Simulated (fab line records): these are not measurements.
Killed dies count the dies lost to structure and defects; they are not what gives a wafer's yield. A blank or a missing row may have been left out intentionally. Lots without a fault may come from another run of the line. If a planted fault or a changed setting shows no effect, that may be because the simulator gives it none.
fab line records ; flow sky130 ; part 2 of 2: steps 31 to 31 of 31
record lots=6; wafers=18; last_day=50
route steps=708 shown LI_CONTACT@375 LOCAL_INTERCONNECT@387 PAD_OPEN@708
lots untouched by any fault: they come from a run of this same line in which no faults occurred
start_h: hours from the record's opening day to when the first of the lot's shown wafers began ; wait_h: hours since the lot's step before ; " repeats the value in the row above ; L1.1+2: a row that stands for several wafers ; - either no value or no given start ; * or withheld: withheld ; < > ~ a bound
route shown NAME@n: a module of which the file shows steps, and the number in the route of the first ; usual: mean and standard deviation over wafers with no fault ; same: alike in all rows ; chamber/n: place in a boat ; sites: each site's reading ; _std_site: standard deviation across them ; _edge_site: the outer-site mean with the inner-site mean subtracted ; radius_mm: how far each site lies from the wafer's centre ; mask NAME#n: copy n ; behind: the tool/chamber that last shaped the wafer ; hold: reason for holding the lot/hours on hold/outcome of the hold ; device: whichever transistor did not switch (one of n, p or np) ; end of line: the same wafers' tests at the end of the route ; a step with no rows: only its recipe ; killed: not the wafer's yield, but the dies lost to structure and defects at the first sort ; map: shows each die of a wafer: x if killed, . if not, _ if none is there
set.NAME: the setting that was run; set.NAME@STEP: the one run at that earlier step ; model.NAME: the simulator's own value behind a step, which no gauge read
certain route steps with their lots: each step a table, each wafer a row
services: when a tool's chamber went out of use (start_h, in hours from the record's first day, below 0 if earlier), for how many hours, and the reason
## steps
# step SKY_PAD_OPEN_PROBE_99
# usual killed_at_M0_to_M3=43/7.7; killed_at_M4_up=3.4/1.9; killed_at_contacts=25/5.6; killed_at_front_end=14/4.3; killed_at_other=0.2/0.5; killed_dies=86/10; killed_open=47/7.2; killed_short=39/6.7
# same gross_dies=492; killed_at_back_side=0
lot.wafer;tool;chamber;start_h;wait_h;killed_at_M0_to_M3;killed_at_M4_up;killed_at_contacts;killed_at_front_end;killed_at_other;killed_dies;killed_open;killed_short;model.etest.res_li.line_ohm_um;model.etest.res_li.rs_ohm_sq;model.etest.mcon_chain.rc_ohm
L268.1;prober-02;-;1078.15;0.1;42;3;28;14;0;87;45;42;76;12.79;15.92
L268.3;prober-02;-;1078.25;0.2;51;3;29;15;0;98;54;44;76.12;12.91;16.38
L268.6;prober-02;-;1078.40;0.2;41;5;30;9;0;85;47;38;74.58;12.7;16.11
L274.2;prober-02;-;1120.38;0.1;47;2;24;18;0;91;56;35;76.04;12.84;17.24
L274.3;prober-02;-;1120.43;0.2;37;4;26;5;0;72;42;30;74.13;12.76;16.29
L274.6;prober-02;-;1120.58;0.2;42;1;21;17;0;81;51;30;75.49;12.85;16.9
L282.2;prober-02;-;1178.34;0.1;40;2;25;13;0;80;41;39;91.45;15.67;17.85
L282.3;prober-02;-;1178.39;0.2;41;5;31;11;1;89;44;45;92.25;15.79;17.58
L282.6;prober-02;-;1178.54;0.2;43;6;31;10;0;90;44;46;92.2;15.76;17.54
L284.1;prober-01;-;1179.50;0.1;54;3;13;17;3;90;42;48;88.93;15.15;17.3
L284.2;prober-01;-;1179.55;0.1;44;2;20;15;0;81;39;42;90.07;15.39;17.96
L284.4;prober-01;-;1179.65;0.2;46;6;20;14;0;86;47;39;89.17;15.37;17.5
L287.2;prober-01;-;1186.31;0.1;43;10;23;9;1;86;51;35;75.52;12.77;15.95
L287.3;prober-01;-;1186.36;0.2;51;7;21;15;0;94;45;49;74.41;12.62;16.39
L287.6;prober-01;-;1186.51;0.2;48;3;23;19;0;93;59;34;75.05;12.58;16.71
L291.1;prober-01;-;1203.95;0.1;51;6;26;7;0;90;49;41;76.71;12.71;17.31
L291.3;prober-01;-;1204.05;0.2;40;2;21;15;0;78;37;41;75.82;12.69;16.61
L291.6;prober-01;-;1204.20;0.2;48;1;34;15;0;98;60;38;76.68;12.98;15.83
# killed by level:class
L268.1 CONTACT:geometric_particle:short=9 CONTACT:geometric_particle:open=9 VIA1:geometric_particle:open=9 VIA3:geometric_particle:open=7 VIA2:geometric_particle:open=6 VIA1:geometric_particle:short=6 METAL1:geometric_particle:short=4 POLY_GATE:geometric_particle:short=4
L268.3 CONTACT:geometric_particle:open=12 VIA1:geometric_particle:open=11 VIA3:geometric_particle:open=9 LI_CONTACT:geometric_particle:open=6 METAL2:geometric_particle:short=6 VIA2:geometric_particle:open=6 CONTACT:geometric_particle:short=5 METAL1:geometric_particle:short=5
L268.6 CONTACT:geometric_particle:open=13 VIA1:geometric_particle:open=9 LI_CONTACT:geometric_particle:open=6 POLY_GATE:geometric_particle:open=5 VIA2:geometric_particle:open=5 METAL1:geometric_particle:short=5 METAL2:geometric_particle:short=5 VIA2:geometric_particle:short=5
L274.2 METAL2:geometric_particle:short=11 CONTACT:geometric_particle:open=9 VIA1:geometric_particle:open=8 LI_CONTACT:geometric_particle:open=8 VIA3:geometric_particle:open=8 VIA2:geometric_particle:open=6 POLY_GATE:geometric_particle:open=5 FIELD_ISO:geometric_particle:open=4
L274.3 CONTACT:geometric_particle:open=11 VIA1:geometric_particle:open=11 LI_CONTACT:geometric_particle:open=7 VIA3:geometric_particle:open=6 METAL1:geometric_particle:short=5 POLY_GATE:geometric_particle:short=4 LI_CONTACT:geometric_particle:short=3 VIA1:geometric_particle:short=3
L274.6 VIA1:geometric_particle:open=14 CONTACT:geometric_particle:open=7 LI_CONTACT:geometric_particle:open=5 LI_CONTACT:geometric_particle:short=5 VIA1:geometric_particle:short=5 METAL2:geometric_particle:short=5 FIELD_ISO:geometric_particle:short=4 FIELD_ISO:geometric_particle:open=4
L282.2 CONTACT:geometric_particle:open=11 VIA1:geometric_particle:open=11 METAL1:geometric_particle:short=6 METAL2:geometric_particle:short=6 POLY_GATE:geometric_particle:open=5 LI_CONTACT:geometric_particle:open=5 FIELD_ISO:geometric_particle:short=4 CONTACT:geometric_particle:short=4
L282.3 LI_CONTACT:geometric_particle:open=10 METAL1:geometric_particle:short=9 CONTACT:geometric_particle:open=9 VIA1:geometric_particle:open=7 LOCAL_INTERCONNECT:geometric_particle:short=5 VIA3:geometric_particle:open=5 VIA1:geometric_particle:short=4 METAL2:geometric_particle:short=4
L282.6 CONTACT:geometric_particle:open=11 VIA1:geometric_particle:open=10 CONTACT:geometric_particle:short=8 VIA2:geometric_particle:open=7 LI_CONTACT:geometric_particle:open=6 VIA1:geometric_particle:short=6 METAL2:geometric_particle:short=6 METAL4:geometric_particle:short=5
L284.1 METAL1:geometric_particle:short=12 VIA3:geometric_particle:open=7 VIA1:geometric_particle:open=7 VIA3:geometric_particle:short=6 METAL2:geometric_particle:short=6 VIA1:geometric_particle:short=5 FIELD_ISO:geometric_particle:open=4 POLY_GATE:geometric_particle:open=4
L284.2 VIA2:geometric_particle:open=7 VIA1:geometric_particle:open=7 LI_CONTACT:geometric_particle:open=6 LOCAL_INTERCONNECT:geometric_particle:short=6 VIA3:geometric_particle:open=5 METAL1:geometric_particle:short=5 POLY_GATE:geometric_particle:open=4 CONTACT:geometric_particle:open=4
L284.4 CONTACT:geometric_particle:open=9 VIA1:geometric_particle:open=9 FIELD_ISO:geometric_particle:open=7 VIA3:geometric_particle:open=7 METAL1:geometric_particle:short=7 VIA2:geometric_particle:open=6 METAL2:geometric_particle:short=5 LOCAL_INTERCONNECT:geometric_particle:short=4
L287.2 CONTACT:geometric_particle:open=11 VIA1:geometric_particle:open=11 METAL4:geometric_particle:short=8 VIA2:geometric_particle:open=6 VIA3:geometric_particle:open=6 METAL1:geometric_particle:short=5 METAL2:geometric_particle:short=5 LI_CONTACT:geometric_particle:open=4
L287.3 METAL2:geometric_particle:short=10 LI_CONTACT:geometric_particle:open=8 VIA3:geometric_particle:open=8 CONTACT:geometric_particle:open=7 VIA1:geometric_particle:short=7 VIA1:geometric_particle:open=6 FIELD_ISO:geometric_particle:short=5 VIA2:geometric_particle:short=5
L287.6 VIA1:geometric_particle:open=13 VIA2:geometric_particle:open=9 CONTACT:geometric_particle:open=8 FIELD_ISO:geometric_particle:open=6 LI_CONTACT:geometric_particle:open=6 CONTACT:geometric_particle:short=6 VIA1:geometric_particle:short=6 VIA3:geometric_particle:open=5
L291.1 VIA3:geometric_particle:open=11 VIA1:geometric_particle:open=9 CONTACT:geometric_particle:open=7 LI_CONTACT:geometric_particle:open=6 METAL2:geometric_particle:short=6 LOCAL_INTERCONNECT:geometric_particle:short=5 VIA3:geometric_particle:short=5 METAL4:geometric_particle:short=5
L291.3 VIA1:geometric_particle:open=7 FIELD_ISO:geometric_particle:open=6 METAL2:geometric_particle:short=6 CONTACT:geometric_particle:open=5 VIA3:geometric_particle:open=5 LI_CONTACT:geometric_particle:open=5 FIELD_ISO:geometric_particle:short=4 LOCAL_INTERCONNECT:geometric_particle:short=4
L291.6 CONTACT:geometric_particle:open=14 VIA1:geometric_particle:open=13 LI_CONTACT:geometric_particle:open=9 VIA3:geometric_particle:open=7 FIELD_ISO:geometric_particle:open=6 VIA1:geometric_particle:short=6 VIA2:geometric_particle:open=5 VIA3:geometric_particle:short=5
## services
tool;chamber;start_h;hours;kind
plasma_asher-02;-;653.62;4.9;repair
cmp-01;-;672.11;12.8;repair
cmp-02;-;675.92;3.5;repair
rie_metal-03;-;682.92;1.4;pm
plasma_asher-01;-;690.61;2.8;pm
rie_metal-03;-;696.64;14.6;pm
pvd_sputter-04;-;713.84;3.0;repair
rie_metal-03;1;723.88;4.8;repair
plasma_asher-04;-;733.75;9.0;pm
pvd_sputter-02;-;736.49;1.7;repair
cmp-02;-;744.26;4.0;pm
pvd_sputter-04;-;753.35;3.0;repair
cmp-02;-;763.98;7.1;repair
pvd_sputter-02;-;764.27;1.9;repair
cmp-02;-;771.37;1.0;repair
pvd_sputter-01;-;775.56;2.4;repair
rie_metal-03;-;784.67;0.2;repair
cmp-01;-;796.02;7.4;pm
plasma_asher-01;-;811.63;5.2;repair
plasma_asher-01;-;813.31;1.7;repair
cmp-01;-;832.54;1.8;repair
cmp-01;-;837.20;4.2;pm
plasma_asher-03;-;837.45;14.6;pm
wet_bench-03;-;869.56;1.9;pm
## key
first_sign step=SKY_LOCAL_INTERCONNECT_SPUTTER_00; reading=cathode_dc_power_W; direction=down; sigmas=99+; usual=6500.0; struck=5335.4
effect step=SKY_LOCAL_INTERCONNECT_RS_MEAS_01; reading=LOCAL_INTERCONNECT_TIN_RS; direction=up; sigmas=21; usual=14.11; struck=17.26
effect step=SKY_LOCAL_INTERCONNECT_THK_MEAS_02; reading=LOCAL_INTERCONNECT_TIN_THK; direction=down; sigmas=13; usual=99.2; struck=82.3
effect step=SKY_LOCAL_INTERCONNECT_METAL_ETCH_14; reading=oes_product_au; direction=down; sigmas=13; usual=0.942; struck=0.845
model_effect step=SKY_LOCAL_INTERCONNECT_SPUTTER_00; value=TiN_of_LOCAL_INTERCONNECT_SPUTTER_00.thk_nm; without=100.6; struck=82.71
model_effect step=SKY_LOCAL_INTERCONNECT_STRIP_16; value=TiN_of_LOCAL_INTERCONNECT_SPUTTER_00.thk_nm; without=100.2; struck=82.29
model_effect step=SKY_PAD_OPEN_PROBE_99; value=etest.res_li.line_ohm_um; without=74.49; struck=90.68
met_at SKY_LOCAL_INTERCONNECT_SPUTTER_00
struck_wafers L282.2,L282.3,L282.6,L284.1,L284.2,L284.4
tester_left_out L282,L284
onset_between 736.36 819.99
fault kind=process_parameter_drift; tool=pvd_sputter-02; chamber=-; onset_h=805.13; steps=SKY_LOCAL_INTERCONNECT_SPUTTER_00; channel=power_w; offset=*; shape=step; end_h=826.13; acts_in=*; stated=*
# tester_left_out: of these lots the tester's yield and bins aren't shown, on N5 and GAA mostly nor the transistor test; their killed dies are dies lost to structure and defects alone, not to doping, threshold or leakage, so they don't give the yield
